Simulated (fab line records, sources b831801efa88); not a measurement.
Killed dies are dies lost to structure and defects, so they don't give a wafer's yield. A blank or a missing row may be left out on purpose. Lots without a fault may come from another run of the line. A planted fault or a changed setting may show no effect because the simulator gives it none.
fab line records | flow gf180mcu
record lots=5 wafers=15 last_day=34
route steps=602 shown V1@347 M2@362
lots that met no fault: from a run of the same line without faults
start_h: hours from the record's first day to the start of the lot's first wafer shown | wait_h: hours since the lot's step before | " the same as in the row above | L1.1+2: a row that stands for several wafers | - no value, or no start given | * or withheld: withheld | < > ~ a bound
route shown NAME@n: a module of which the file shows steps, and the number in the route of the first | usual: mean/standard deviation of fault-free wafers | same: alike in all rows | chamber/n: place in a boat | sites: the reading at each site | _std_site: their standard deviation | _edge_site: outer sites' mean less inner sites' | radius_mm: how far each site lies from the wafer's centre | mask NAME#n: copy n | behind: the tool/chamber that last shaped the wafer | hold: why the lot was held/for how many hours/how that ended | device: the transistor (n, p or np) that didn't switch | end of line: the same wafers' tests at the end of the route | a step without rows: its recipe alone | killed: dies lost to structure and defects at the first sort, not the wafer's yield | map: a wafer's dies, x killed, . not, _ none there
set.NAME: the setting as run; set.NAME@STEP: as run at that earlier step | model.NAME: the simulator's own value behind a step, which no gauge read
lots at some steps of the route; a table a step, a row a wafer
services: from which hour (start_h, from the record's first day; less than 0 if before it) a tool's chamber was out of use, for how many hours, and why
## steps
# step GF_V1_PEB_12
# recipe peb_temp_c=135 peb_time_s=90 resist=KrF
# usual heater_power_total_W=85.69/0.083
# same peb_time_s=90
# columns lot.wafer tool chamber start_h wait_h heater_power_total_W
L076.1 litho_track-04 0 - - 85.84
L076.4 " 0 " " 85.76
L076.5 " 0 " " 85.55
L084.3 litho_track-02 0 - - 85.79
L084.5 " 0 " " 85.77
L084.6 " 0 " " 85.81
L087.1 litho_track-02 0 - - 85.67
L087.2 " 0 " " 85.58
L087.4 " 0 " " 85.68
L089.1 litho_track-04 0 - - 85.59
L089.2 " 0 " " 85.68
L089.6 " 0 " " 85.66
L097.1 litho_track-02 0 - - 85.70
L097.2 " 0 " " 85.64
L097.5 " 0 " " 85.62
# step GF_V1_DEVELOP_13
# recipe develop_time_s=60 resist=KrF dev_temp_c=21
# columns lot.wafer tool chamber start_h wait_h
L076.1+4+5 litho_track-04 0 423.71 0.2
L084.3+5+6 litho_track-02 0 500.79 0.1
L087.1+2+4 litho_track-02 0 523.69 0.2
L089.1+2+6 litho_track-04 0 539.36 0.2
L097.1+2+5 litho_track-02 0 610.63 0.2
# step GF_V1_CD_MEAS_14
# recipe target_cd_nm=260
# usual cd_nm=259.9/1.3
# columns lot.wafer tool chamber start_h wait_h cd_nm
L076.1 cd_sem-02 - 423.86 0.1 259.8
L076.4 " - " " 259.8
L076.5 " - " " 260.6
L084.3 cd_sem-01 - 500.93 0.1 261.0
L084.5 " - " " 261.1
L084.6 " - " " 261.6
L087.1 cd_sem-01 - 523.84 0.1 260.5
L087.2 " - " " 260.5
L087.4 " - " " 262.1
L089.1 cd_sem-01 - 539.51 0.1 258.5
L089.2 " - " " 259.9
L089.6 " - " " 258.7
L097.1 cd_sem-01 - 610.78 0.1 257.9
L097.2 " - " " 257.9
L097.5 " - " " 258.6
# step GF_V1_OVL_MEAS_15
# usual V1_OVL=4/4.9
# columns lot.wafer tool chamber start_h wait_h V1_OVL[nm]
L076.1 overlay-02 - 423.98 0.1 10
L076.4 " - " " 6
L076.5 " - " " 2
L084.3 overlay-01 - 501.02 0.1 12
L084.5 " - " " 11
L084.6 " - " " 2
L087.1 overlay-01 - 523.96 0.1 2
L087.2 " - " " -5
L087.4 " - " " -4
L089.1 overlay-02 - 539.63 0.1 10
L089.2 " - " " 9
L089.6 " - " " 3
L097.1 overlay-01 - 610.90 0.1 6
L097.2 " - " " 8
L097.5 " - " " -2
# step GF_V1_ETCH_16
# recipe chemistry=N2/H2 target_depth_a=withheld overetch_a=withheld time_s=withheld target=BARC ion_energy_ev=200 source_w=500 bias_w=100 pressure_mtorr=30 n2_flow_sccm=100 h2_flow_sccm=200
# usual drypump_motor_current_A=5.9/0.44 oes_product_au=0.854/0.0056 rf_fwd_power_W=495.1/2.4 throttle_valve_pct=13.225/0.0094
# columns lot.wafer tool chamber start_h wait_h drypump_motor_current_A oes_product_au rf_fwd_power_W throttle_valve_pct
L076.1 rie_diel-04 2 424.02 0.0 5.5 0.853 492.9 13.246
L076.4 " 1 " " 5.9 0.855 495.7 13.223
L076.5 " 3 " " 4.9 0.852 497.0 13.223
L084.3 rie_diel-04 3 501.04 0.0 5.0 0.856 497.3 13.226
L084.5 " 3 " " 5.0 0.848 498.0 13.230
L084.6 " 2 " " 5.5 0.850 493.7 13.232
L087.1 rie_diel-02 1 523.99 0.0 6.7 0.858 496.2 13.231
L087.2 " 3 " " 5.9 0.850 490.2 13.232
L087.4 " 2 " " 5.9 0.852 494.3 13.221
L089.1 rie_diel-02 3 539.67 0.0 5.9 0.858 489.0 13.224
L089.2 " 2 " " 5.9 0.855 493.1 13.218
L089.6 " 0 " " 5.9 0.862 495.0 13.238
L097.1 rie_diel-04 1 610.94 0.0 5.9 0.854 493.9 13.220
L097.2 " 3 " " 4.9 0.861 500.2 13.228
L097.5 " 1 " " 5.9 0.851 496.0 13.212
# step GF_V1_ETCH_17
# recipe chemistry=C4F8/O2/Ar mask_material=KrF target=SiO2 stop_on=TiN source_w=1500 bias_w=1200 pressure_mtorr=40 c4f8_flow_sccm=withheld O2_flow_sccm=6 Ar_flow_sccm=300 time_s=withheld target_depth_a=6300
# usual oes_product_au=0.856/0.0051 rf_fwd_power_W=1493/5.6
# columns lot.wafer tool chamber start_h wait_h oes_product_au rf_fwd_power_W
L076.1 rie_diel-04 2 - - 0.857 1486
L076.4 " 1 " " 0.864 1493
L076.5 " 3 " " 0.849 1499
L084.3 rie_diel-04 3 - - 0.855 1498
L084.5 " 3 " " 0.853 1493
L084.6 " 2 " " 0.858 1488
L087.1 rie_diel-02 1 - - 0.856 1501
L087.2 " 3 " " 0.851 1485
L087.4 " 2 " " 0.856 1495
L089.1 rie_diel-02 3 - - 0.848 1476
L089.2 " 2 " " 0.852 1491
L089.6 " 0 " " 0.859 1483
L097.1 rie_diel-04 1 - - 0.848 1499
L097.2 " 3 " " 0.849 1503
L097.5 " 1 " " 0.866 1499
# step GF_V1_STRIP_18
# recipe chemistry=O2/N2 power_w=1400 pressure_mtorr=1500 platen_temp_c=250 o2_flow_sccm=3000 n2_flow_sccm=300 overash_fraction=0.5
# usual drypump_motor_current_A=5.9/0.47 heater_power_w=332/15 oes_product_au=0.591/0.0054
# columns lot.wafer tool chamber start_h wait_h drypump_motor_current_A heater_power_w oes_product_au rf_hours_counter_h
L076.1 plasma_asher-03 0 424.15 - 5.3 322 0.593 65
L076.4 " 1 " " 6.4 345 0.582 -
L076.5 " 0 " " 5.3 318 0.590 -
L084.3 plasma_asher-04 1 501.20 - 6.2 359 0.586 -
L084.5 " 1 " " 6.2 355 0.593 -
L084.6 " 0 " " 5.5 343 0.591 -
L087.1 plasma_asher-03 0 524.12 - 5.3 317 0.594 75
L087.2 " 1 " " 6.5 340 0.592 75
L087.4 " 1 " " 6.5 342 0.599 -
L089.1 plasma_asher-01 0 539.80 - 6.3 328 0.593 12
L089.2 " 1 " " 5.6 320 0.593 12
L089.6 " 0 " " 6.4 325 0.574 -
L097.1 plasma_asher-03 0 611.07 - 5.3 323 0.590 84
L097.2 " 1 " " 6.5 335 0.601 84
L097.5 " 0 " " 5.3 317 0.596 -
# step GF_V1_STRIP_19
# recipe chemistry=post_etch_residue_remover time_s=1200 temp_c=72.5
# usual bath_heat_duty_pct=14.5/1.6
# columns lot.wafer tool chamber start_h wait_h bath_heat_duty_pct
L076.1 wet_bench-04 1 424.25 0.1 14.3
L076.4 " 1 " " 15.1
L076.5 " 1 " " 14.7
L084.3 wet_bench-04 2 501.27 0.0 14.5
L084.5 " 2 " " 16.0
L084.6 " 2 " " 16.2
L087.1 wet_bench-03 0 524.22 0.1 15.6
L087.2 " 0 " " 15.5
L087.4 " 0 " " 15.2
L089.1 wet_bench-03 1 539.90 0.1 12.8
L089.2 " 1 " " 12.2
L089.6 " 1 " " 12.8
L097.1 wet_bench-03 2 611.17 0.1 14.3
L097.2 " 2 " " 13.1
L097.5 " 2 " " 13.4
# step GF_V1_CLEAN_20
# recipe chemistry=DIW dry=n2_spin
# columns lot.wafer tool chamber start_h wait_h
L076.1+4+5 wet_bench-03 2 424.59 0.0
L084.3+5+6 wet_bench-03 1 501.61 0.0
L087.1+2+4 wet_bench-04 0 524.56 0.0
L089.1+2+6 wet_bench-02 1 540.24 0.0
L097.1+2+5 wet_bench-04 2 611.51 0.0
# step GF_V1_SPUTTER_21
# recipe material=Ti target_thk_nm=15 chamber_pressure_pa=5 power_w=2500 substrate_temp_c=200 time_s=80.02
# usual chamber_pressure_pa=5.001/0.01 throttle_valve_pct=30.1/0.91
# columns lot.wafer tool chamber start_h wait_h chamber_pressure_pa throttle_valve_pct
L076.1 pvd_sputter-04 - 424.68 0.0 5.019 30.7
L076.4 " - " " 5.011 30.0
L076.5 " - " " 5.012 31.0
L084.3 pvd_sputter-04 - 501.81 0.0 5.005 30.9
L084.5 " - " " 5.001 30.7
L084.6 " - " " 5.010 30.0
L087.1 pvd_sputter-04 - 524.66 0.0 5.006 30.1
L087.2 " - " " 5.005 29.2
L087.4 " - " " 5.008 30.3
L089.1 pvd_sputter-04 - 540.33 0.0 4.994 30.5
L089.2 " - " " 4.994 29.8
L089.6 " - " " 5.012 30.4
L097.1 pvd_sputter-03 - 611.60 0.0 4.997 30.1
L097.2 " - " " 5.001 30.9
L097.5 " - " " 5.002 29.9
# step GF_V1_SPUTTER_22
# recipe material=TiN target_thk_nm=10 chamber_pressure_pa=5 power_w=4000 time_s=40
# usual chamber_pressure_pa=4.999/0.011 throttle_valve_pct=30.1/0.92
# columns lot.wafer tool chamber start_h wait_h chamber_pressure_pa throttle_valve_pct
L076.1 pvd_sputter-04 - 424.74 0.0 4.983 30.9
L076.4 " - " " 5.013 29.9
L076.5 " - " " 5.004 31.0
L084.3 pvd_sputter-04 - 501.87 0.0 4.993 30.8
L084.5 " - " " 4.987 30.6
L084.6 " - " " 4.989 29.7
L087.1 pvd_sputter-04 - 524.73 0.0 4.983 29.7
L087.2 " - " " 5.001 29.1
L087.4 " - " " 4.975 30.3
L089.1 pvd_sputter-04 - 540.39 0.0 5.011 30.3
L089.2 " - " " 4.991 29.8
L089.6 " - " " 5.021 30.6
L097.1 pvd_sputter-03 - 611.66 0.0 5.010 30.0
L097.2 " - " " 4.977 31.0
L097.5 " - " " 4.980 30.0
# step GF_V1_CVD_23
# recipe material=W target_thk_nm=350 time_s=105.05 temp_c=400 pressure_torr=40
# usual chamber_pressure_Torr=39.98/0.086 heater_power_outer_w=559/47 heater_power_w=912/120
# columns lot.wafer tool chamber start_h wait_h chamber_pressure_Torr heater_power_outer_w heater_power_w
L076.1 cvd_w-01 1 424.78 0.0 39.95 526 852
L076.4 " 0 " " 39.91 521 840
L076.5 " 1 " " 39.94 527 869
L084.3 cvd_w-01 0 501.95 0.1 40.00 508 837
L084.5 " 1 " " 40.04 530 885
L084.6 " 0 " " 40.01 521 839
L087.1 cvd_w-02 0 524.77 0.0 39.93 646 1095
L087.2 " 1 " " 39.85 544 837
L087.4 " 1 " " 39.88 534 835
L089.1 cvd_w-02 0 540.43 0.0 40.02 646 1066
L089.2 " 1 " " 39.90 525 847
L089.6 " 1 " " 39.88 557 839
L097.1 cvd_w-02 1 611.70 0.0 40.07 558 838
L097.2 " 0 " " 39.95 642 1095
L097.5 " 0 " " 39.98 647 1112
# step GF_V1_RS_MEAS_24
# recipe thk_meas_gauge=four-point-probe reads=W_of_V1_CVD_23+TiN_of_V1_SPUTTER_22+Ti_of_V1_SPUTTER_21
# usual V1_W_RS=0.328/0.0038
# columns lot.wafer tool chamber start_h wait_h V1_W_RS[ohm/sq]
L076.1 film_metro-03 - 424.89 0.1 0.335
L076.4 " - " " 0.333
L076.5 " - " " 0.333
L084.3 film_metro-03 - 502.07 0.1 0.330
L084.5 " - " " 0.331
L084.6 " - " " 0.335
L087.1 film_metro-03 - 524.89 0.1 0.329
L087.2 " - " " 0.326
L087.4 " - " " 0.326
L089.1 film_metro-04 - 540.54 0.1 0.326
L089.2 " - " " 0.328
L089.6 " - " " 0.323
L097.1 film_metro-03 - 611.82 0.1 0.320
L097.2 " - " " 0.323
L097.5 " - " " 0.327
# step GF_V1_THK_MEAS_25
# recipe thk_meas_gauge=xrf reads=W_of_V1_CVD_23
# usual V1_W_THK=345/4.7
# columns lot.wafer tool chamber start_h wait_h V1_W_THK[nm]
L076.1 film_metro-03 - 425.01 0.1 333
L076.4 " - " " 337
L076.5 " - " " 339
L084.3 film_metro-03 - 502.17 0.1 343
L084.5 " - " " 337
L084.6 " - " " 336
L087.1 film_metro-03 - 525.01 0.1 344
L087.2 " - " " 346
L087.4 " - " " 347
L089.1 film_metro-04 - 540.66 0.1 349
L089.2 " - " " 345
L089.6 " - " " 352
L097.1 film_metro-03 - 611.94 0.1 351
L097.2 " - " " 347
L097.5 " - " " 344
# step GF_V1_CMP_26
# recipe stop_on=SiO2 down_force_psi=3.5 platen_rpm=60 t_overpolish_s=15 target_thk_nm=0 pad_velocity_m_s=0.94248
# usual motor_current_A=11.3/1.8 overpolish_run_s=15.000/0.0087 time_to_endpoint_s=84/3.9
# columns lot.wafer tool chamber start_h wait_h motor_current_A overpolish_run_s time_to_endpoint_s
L076.4 cmp-01 2 425.12 0.1 9.7 15.013 85
L076.1 " 3 " " 12.7 15.007 73
L076.5 " 2 " " 9.8 15.010 83
L084.3 cmp-02 0 502.36 0.2 10.6 14.988 83
L084.6 " 1 " " 8.4 14.995 83
L084.5 " 2 " " 12.6 15.000 91
L087.2 cmp-01 0 525.07 0.0 11.1 14.990 84
L087.1 " 1 " " 13.9 15.009 88
L087.4 " 2 " " 9.4 15.016 91
L089.2 cmp-01 2 540.82 0.1 9.4 15.002 91
L089.1 " 3 " " 13.0 15.006 84
L089.6 " 1 " " 13.5 15.001 91
L097.1 cmp-01 2 612.00 0.1 8.9 14.993 90
L097.2 " 1 " " 15.2 14.987 83
L097.5 " 2 " " 9.7 15.000 84
# step GF_M2_SPUTTER_00
# recipe material=Ti target_thk_nm=37.5 arriving_ion_energy_ev=80 substrate_temp_c=200 chamber_pressure_pa=2 power_w=4000 time_s=150
# usual chamber_pressure_pa=2.000/0.0041 throttle_valve_pct=30.2/1
# columns lot.wafer tool chamber start_h wait_h chamber_pressure_pa throttle_valve_pct
L076.1 pvd_sputter-02 - 425.37 0.1 2.001 30.0
L076.4 " - " " 1.995 29.7
L076.5 " - " " 1.997 29.0
L084.3 pvd_sputter-02 - 502.51 0.1 1.996 30.0
L084.5 " - " " 1.990 29.0
L084.6 " - " " 2.006 29.8
L087.1 pvd_sputter-02 - 525.39 0.2 2.005 30.1
L087.2 " - " " 1.998 29.9
L087.4 " - " " 1.997 29.1
L089.1 pvd_sputter-03 - 541.02 0.1 2.003 29.8
L089.2 " - " " 1.999 32.2
L089.6 " - " " 2.001 31.0
L097.1 pvd_sputter-03 - 612.30 0.2 1.998 30.0
L097.2 " - " " 1.998 32.3
L097.5 " - " " 2.002 30.0
# step GF_M2_SPUTTER_01
# recipe material=TiN target_thk_nm=30 power_w=6500 time_s=25 chamber_pressure_pa=0.4
# usual chamber_pressure_pa=0.3999/0.00071 throttle_valve_pct=30.2/1
# columns lot.wafer tool chamber start_h wait_h chamber_pressure_pa throttle_valve_pct
L076.1 pvd_sputter-02 - 425.47 0.1 0.3997 30.2
L076.4 " - " " 0.3989 29.9
L076.5 " - " " 0.4001 29.0
L084.3 pvd_sputter-02 - 502.61 0.1 0.3999 30.2
L084.5 " - " " 0.3996 29.1
L084.6 " - " " 0.4000 29.8
L087.1 pvd_sputter-02 - 525.49 0.1 0.4010 29.8
L087.2 " - " " 0.3997 29.8
L087.4 " - " " 0.3997 29.1
L089.1 pvd_sputter-03 - 541.12 0.1 0.4001 29.7
L089.2 " - " " 0.4007 32.2
L089.6 " - " " 0.3992 31.0
L097.1 pvd_sputter-03 - 612.40 0.1 0.3988 30.2
L097.2 " - " " 0.4002 32.4
L097.5 " - " " 0.4003 30.2
# step GF_M2_SPUTTER_02
# recipe material=AlCu target_thk_nm=450 power_w=10600 time_s=23.9 chamber_pressure_pa=0.4
# usual chamber_pressure_pa=0.4000/0.00076 throttle_valve_pct=30.3/1
# columns lot.wafer tool chamber start_h wait_h chamber_pressure_pa throttle_valve_pct
L076.1 pvd_sputter-02 - 425.50 0.0 0.3993 29.8
L076.4 " - " " 0.3999 29.6
L076.5 " - " " 0.4009 29.3
L084.3 pvd_sputter-02 - 502.64 0.0 0.4003 30.1
L084.5 " - " " 0.3999 29.3
L084.6 " - " " 0.4009 30.1
L087.1 pvd_sputter-02 - 525.52 0.0 0.4009 29.9
L087.2 " - " " 0.4003 30.1
L087.4 " - " " 0.4010 29.3
L089.1 pvd_sputter-03 - 541.15 0.0 0.4001 29.8
L089.2 " - " " 0.3994 32.1
L089.6 " - " " 0.3997 30.8
L097.1 pvd_sputter-03 - 612.43 0.0 0.4009 30.0
L097.2 " - " " 0.4014 32.5
L097.5 " - " " 0.4004 30.0
# step GF_M2_SPUTTER_03
# recipe material=Ti target_thk_nm=10 substrate_temp_c=300 chamber_pressure_pa=0.3 power_w=3000 time_s=6.7
# usual chamber_pressure_pa=0.3000/0.00069 throttle_valve_pct=30.2/1
# columns lot.wafer tool chamber start_h wait_h chamber_pressure_pa throttle_valve_pct
L076.1 pvd_sputter-02 - 425.53 0.0 0.2993 29.9
L076.4 " - " " 0.3000 29.9
L076.5 " - " " 0.2994 29.0
L084.3 pvd_sputter-02 - 502.67 0.0 0.2994 30.0
L084.5 " - " " 0.2998 29.0
L084.6 " - " " 0.2999 30.0
L087.1 pvd_sputter-02 - 525.55 0.0 0.2994 30.1
L087.2 " - " " 0.3009 30.1
L087.4 " - " " 0.2992 29.0
L089.1 pvd_sputter-03 - 541.18 0.0 0.2995 29.9
L089.2 " - " " 0.3006 32.4
L089.6 " - " " 0.3011 31.1
L097.1 pvd_sputter-03 - 612.46 0.0 0.3008 30.1
L097.2 " - " " 0.3012 32.4
L097.5 " - " " 0.3012 30.2
# step GF_M2_SPUTTER_04
# recipe material=TiN target_thk_nm=50 power_w=6500 time_s=41.7 chamber_pressure_pa=0.4
# usual chamber_pressure_pa=0.3999/0.00076 throttle_valve_pct=30.2/1
# columns lot.wafer tool chamber start_h wait_h chamber_pressure_pa throttle_valve_pct
L076.1 pvd_sputter-02 - 425.55 0.0 0.4001 30.0
L076.4 " - " " 0.3998 29.7
L076.5 " - " " 0.4003 28.8
L084.3 pvd_sputter-02 - 502.69 0.0 0.3993 30.1
L084.5 " - " " 0.3998 28.9
L084.6 " - " " 0.4011 30.2
L087.1 pvd_sputter-02 - 525.57 0.0 0.3998 29.9
L087.2 " - " " 0.3997 30.0
L087.4 " - " " 0.4000 28.8
L089.1 pvd_sputter-03 - 541.20 0.0 0.3984 29.5
L089.2 " - " " 0.4002 32.2
L089.6 " - " " 0.4000 30.5
L097.1 pvd_sputter-03 - 612.48 0.0 0.3994 30.0
L097.2 " - " " 0.4001 32.3
L097.5 " - " " 0.4006 30.0
# step GF_M2_RS_MEAS_05
# recipe thk_meas_gauge=four-point-probe reads=TiN_of_M2_SPUTTER_04+Ti_of_M2_SPUTTER_03+AlCu_of_M2_SPUTTER_02+TiN_of_M2_SPUTTER_01+Ti_of_M2_SPUTTER_00
# usual M2_ALCU_RS=0.0695/0.00073
# columns lot.wafer tool chamber start_h wait_h M2_ALCU_RS[ohm/sq]
L076.1 film_metro-04 - 425.59 0.0 0.0683
L076.4 " - " " 0.0695
L076.5 " - " " 0.0689
L084.3 film_metro-03 - 502.77 0.1 0.0689
L084.5 " - " " 0.0697
L084.6 " - " " 0.0695
L087.1 film_metro-03 - 525.61 0.0 0.0694
L087.2 " - " " 0.0699
L087.4 " - " " 0.0692
L089.1 film_metro-04 - 541.24 0.0 0.0696
L089.2 " - " " 0.0708
L089.6 " - " " 0.0692
L097.1 film_metro-03 - 612.52 0.0 0.0706
L097.2 " - " " 0.0708
L097.5 " - " " 0.0703
# step GF_M2_THK_MEAS_06
# recipe thk_meas_gauge=xrf reads=AlCu_of_M2_SPUTTER_02
# usual M2_ALCU_THK=455/5.1
# columns lot.wafer tool chamber start_h wait_h M2_ALCU_THK[nm]
L076.1 film_metro-04 - 425.71 0.1 465
L076.4 " - " " 460
L076.5 " - " " 462
L084.3 film_metro-03 - 502.87 0.1 459
L084.5 " - " " 455
L084.6 " - " " 453
L087.1 film_metro-03 - 525.73 0.1 454
L087.2 " - " " 452
L087.4 " - " " 458
L089.1 film_metro-04 - 541.36 0.1 456
L089.2 " - " " 448
L089.6 " - " " 455
L097.1 film_metro-03 - 612.64 0.1 449
L097.2 " - " " 450
L097.5 " - " " 449
# step GF_M2_DEHYDRATE_07
# recipe temp_c=200 time_s=60
# usual heater_power_total_W=160.37/0.12
# columns lot.wafer tool chamber start_h wait_h heater_power_total_W
L076.1 litho_track-01 0 437.44 11.7 160.35
L076.4 " 0 " " 160.27
L076.5 " 0 " " 160.51
L084.3 litho_track-03 0 513.78 10.9 160.23
L084.5 " 0 " " 160.30
L084.6 " 0 " " 160.17
L087.1 litho_track-03 0 536.48 10.7 160.18
L087.2 " 0 " " 160.58
L087.4 " 0 " " 160.55
L089.1 litho_track-02 0 551.94 10.6 160.46
L089.2 " 0 " " 160.36
L089.6 " 0 " " 160.48
L097.1 litho_track-01 0 621.99 9.3 160.29
L097.2 " 0 " " 160.40
L097.5 " 0 " " 160.34
# step GF_M2_HMDS_08
# recipe prime_time_s=60 prime_temp_c=120
# columns lot.wafer tool chamber start_h wait_h
L076.1+4+5 litho_track-01 0 437.59 0.1
L084.3+5+6 litho_track-03 0 513.93 0.1
L087.1+2+4 litho_track-03 0 536.63 0.1
L089.1+2+6 litho_track-02 0 552.09 0.1
L097.1+2+5 litho_track-01 0 622.14 0.1
# step GF_M2_COAT_09
# recipe resist=KrF spin_rpm=withheld resist_thk_nm=1000
# columns lot.wafer tool chamber start_h wait_h
L076.1+4+5 litho_track-01 0 437.74 0.1
L084.3+5+6 litho_track-03 0 514.08 0.1
L087.1+2+4 litho_track-03 0 536.78 0.1
L089.1+2+6 litho_track-02 0 552.24 0.1
L097.1+2+5 litho_track-01 0 622.29 0.1
# step GF_M2_SOFTBAKE_10
# recipe temp_c=130 time_s=60 resist=KrF
# usual heater_power_total_W=93.05/0.054
# columns lot.wafer tool chamber start_h wait_h heater_power_total_W
L076.1 litho_track-01 0 437.89 0.1 93.06
L076.4 " 0 " " 93.14
L076.5 " 0 " " 93.02
L084.3 litho_track-03 0 514.23 0.1 93.06
L084.5 " 0 " " 93.01
L084.6 " 0 " " 93.03
L087.1 litho_track-03 0 536.93 0.1 92.98
L087.2 " 0 " " 92.98
L087.4 " 0 " " 93.06
L089.1 litho_track-02 0 552.39 0.1 93.04
L089.2 " 0 " " 93.14
L089.6 " 0 " " 92.93
L097.1 litho_track-01 0 622.44 0.1 93.04
L097.2 " 0 " " 93.07
L097.5 " 0 " " 92.94
# step GF_M2_EXPOSE_11
# recipe mask_id=Metal2 target_cd_nm=280 na=0.68 source_shape=conventional sigma_outer=0.6 dose_mj=28
# columns lot.wafer tool chamber start_h wait_h mask
L076.1+4+5 krf_scanner-01 0 - - Metal2#0
L084.3+5+6 krf_scanner-02 0 - - Metal2#0
L087.1+2+4 krf_scanner-01 0 - - Metal2#0
L089.1+2+6 krf_scanner-01 0 - - Metal2#0
L097.1+2+5 krf_scanner-01 0 - - Metal2#0
# step GF_M2_PEB_12
# recipe peb_temp_c=135 peb_time_s=90 resist=KrF
# usual heater_power_total_W=85.69/0.081
# same peb_time_s=90
# columns lot.wafer tool chamber start_h wait_h heater_power_total_W
L076.1 litho_track-01 0 - - 85.61
L076.4 " 0 " " 85.65
L076.5 " 0 " " 85.77
L084.3 litho_track-01 0 - - 85.68
L084.5 " 0 " " 85.76
L084.6 " 0 " " 85.77
L087.1 litho_track-03 0 - - 85.78
L087.2 " 0 " " 85.60
L087.4 " 0 " " 85.76
L089.1 litho_track-01 0 - - 85.58
L089.2 " 0 " " 85.65
L089.6 " 0 " " 85.81
L097.1 litho_track-01 0 - - 85.67
L097.2 " 0 " " 85.66
L097.5 " 0 " " 85.73
# step GF_M2_DEVELOP_13
# recipe develop_time_s=60 dev_temp_c=21
# columns lot.wafer tool chamber start_h wait_h
L076.1+4+5 litho_track-01 0 449.84 0.2
L084.3+5+6 litho_track-01 0 525.79 0.1
L087.1+2+4 litho_track-03 0 547.78 0.2
L089.1+2+6 litho_track-01 0 563.14 0.2
L097.1+2+5 litho_track-01 0 632.34 0.2
# step GF_M2_CD_MEAS_14
# recipe target_cd_nm=280
# usual cd_nm=279.9/1.2
# columns lot.wafer tool chamber start_h wait_h cd_nm
L076.1 cd_sem-02 - 449.99 0.1 279.5
L076.4 " - " " 279.3
L076.5 " - " " 280.1
L084.3 cd_sem-02 - 525.93 0.1 280.2
L084.5 " - " " 281.4
L084.6 " - " " 280.2
L087.1 cd_sem-01 - 547.93 0.1 280.6
L087.2 " - " " 280.3
L087.4 " - " " 281.2
L089.1 cd_sem-02 - 563.29 0.1 281.2
L089.2 " - " " 280.1
L089.6 " - " " 281.3
L097.1 cd_sem-02 - 632.49 0.1 279.3
L097.2 " - " " 280.2
L097.5 " - " " 279.9
# step GF_M2_OVL_MEAS_15
# usual M2_OVL=-3/5.4
# columns lot.wafer tool chamber start_h wait_h M2_OVL[nm]
L076.1 overlay-02 - 450.11 0.1 7
L076.4 " - " " 4
L076.5 " - " " 9
L084.3 overlay-01 - 526.02 0.1 -4
L084.5 " - " " -3
L084.6 " - " " -4
L087.1 overlay-02 - 548.05 0.1 -3
L087.2 " - " " -1
L087.4 " - " " -12
L089.1 overlay-02 - 563.41 0.1 -6
L089.2 " - " " -7
L089.6 " - " " -2
L097.1 overlay-02 - 632.61 0.1 -9
L097.2 " - " " -6
L097.5 " - " " -11
# step GF_M2_METAL_ETCH_16
# recipe chemistry=Cl2/BCl3 mask_material=KrF target_depth_nm=750.8 stop_on=SiO2 pressure_mtorr=8 icp_w=800 bias_w=140 Cl2_flow_sccm=80 bcl3_flow_sccm=40 time_s=125.1
# usual drypump_motor_current_A=5.4/0.39 oes_product_au=0.987/0.0061 rf_fwd_power_W=796.2/2.4 throttle_valve_pct=28.232/0.0098
# columns lot.wafer tool chamber start_h wait_h drypump_motor_current_A oes_product_au rf_fwd_power_W rf_hours_counter_h throttle_valve_pct
L076.1 rie_metal-01 0 450.15 0.0 5.6 0.988 798.3 12 28.230
L076.4 " 1 " " 5.2 0.984 798.0 - 28.236
L076.5 " 1 " " 5.2 0.986 796.9 - 28.226
L084.3 rie_metal-03 1 526.10 0.1 4.9 0.997 790.3 - 28.249
L084.5 " 1 " " 4.9 0.991 793.8 - 28.220
L084.6 " 0 " " 5.8 0.990 796.3 - 28.235
L087.1 rie_metal-03 0 548.09 0.0 5.8 0.984 796.7 1 28.238
L087.2 " 1 " " 4.9 0.986 794.8 6 28.233
L087.4 " 1 " " 4.8 0.978 791.9 - 28.233
L089.1 rie_metal-02 0 563.45 0.0 5.7 0.998 794.7 12 28.230
L089.2 " 1 " " 5.8 0.984 795.5 5 28.236
L089.6 " 0 " " 5.7 0.990 794.2 - 28.246
L097.1 rie_metal-03 1 632.64 0.0 4.9 0.989 797.1 8 28.233
L097.2 " 0 " " 5.8 0.985 794.3 4 28.241
L097.5 " 0 " " 5.8 0.988 796.7 - 28.246
# step GF_M2_STRIP_17
# recipe chemistry=O2/N2 power_w=1400 pressure_mtorr=1500 platen_temp_c=250 o2_flow_sccm=3000 n2_flow_sccm=300 overash_fraction=0.5
# usual drypump_motor_current_A=6.1/0.54 heater_power_w=334/17 oes_product_au=0.538/0.0051 strip_time_to_endpoint_s=7.41/0.047
# columns lot.wafer tool chamber start_h wait_h drypump_motor_current_A heater_power_w oes_product_au rf_hours_counter_h strip_time_to_endpoint_s
L076.1 plasma_asher-03 0 450.28 0.1 5.3 316 0.546 67 7.42
L076.4 " 1 " " 6.4 338 0.539 - 7.47
L076.5 " 1 " " 6.5 344 0.536 - 7.43
L084.3 plasma_asher-03 1 526.25 0.1 6.4 339 0.535 - 7.38
L084.5 " 0 " " 5.3 320 0.543 - 7.37
L084.6 " 1 " " 6.4 341 0.543 - 7.42
L087.1 plasma_asher-03 1 548.22 0.1 6.4 337 0.542 78 7.43
L087.2 " 0 " " 5.3 314 0.537 78 7.45
L087.4 " 0 " " 5.3 316 0.542 - 7.45
L089.1 plasma_asher-04 0 563.57 0.1 5.5 337 0.530 90 7.39
L089.2 " 1 " " 6.2 356 0.546 90 7.43
L089.6 " 0 " " 5.6 330 0.539 - 7.39
L097.1 plasma_asher-03 0 632.77 0.1 5.3 316 0.536 87 7.37
L097.2 " 1 " " 6.4 342 0.540 87 7.39
L097.5 " 1 " " 6.4 346 0.537 - 7.39
## services
# columns tool chamber start_h hours kind
rie_metal-03 0 403.14 5.3 repair
cvd_w-01 - 432.66 1.1 repair
cmp-01 - 439.90 1.7 repair
krf_scanner-01 - 442.35 0.5 repair
krf_scanner-01 - 450.83 8.0 pm
krf_scanner-01 - 463.60 1.0 pm
cmp-01 - 469.59 11.5 repair
krf_scanner-01 - 485.10 0.8 pm
wet_bench-03 - 493.55 1.2 repair
cvd_w-02 - 513.18 1.1 repair
krf_scanner-01 - 516.59 4.0 pm
krf_scanner-01 - 521.54 0.2 repair
cmp-01 - 536.46 2.4 repair
cmp-01 - 541.42 2.0 repair
cmp-01 - 553.34 5.5 pm
krf_scanner-01 - 567.56 1.3 pm
cmp-01 - 570.77 2.2 repair
cmp-01 - 572.99 4.0 pm
rie_metal-03 1 591.72 6.1 repair
cmp-01 - 595.90 4.9 repair
cmp-01 - 607.83 0.8 repair
pvd_sputter-04 - 615.04 2.4 repair
rie_diel-04 1 626.31 7.9 repair
krf_scanner-01 - 632.58 1.0 pm
## key
fault none
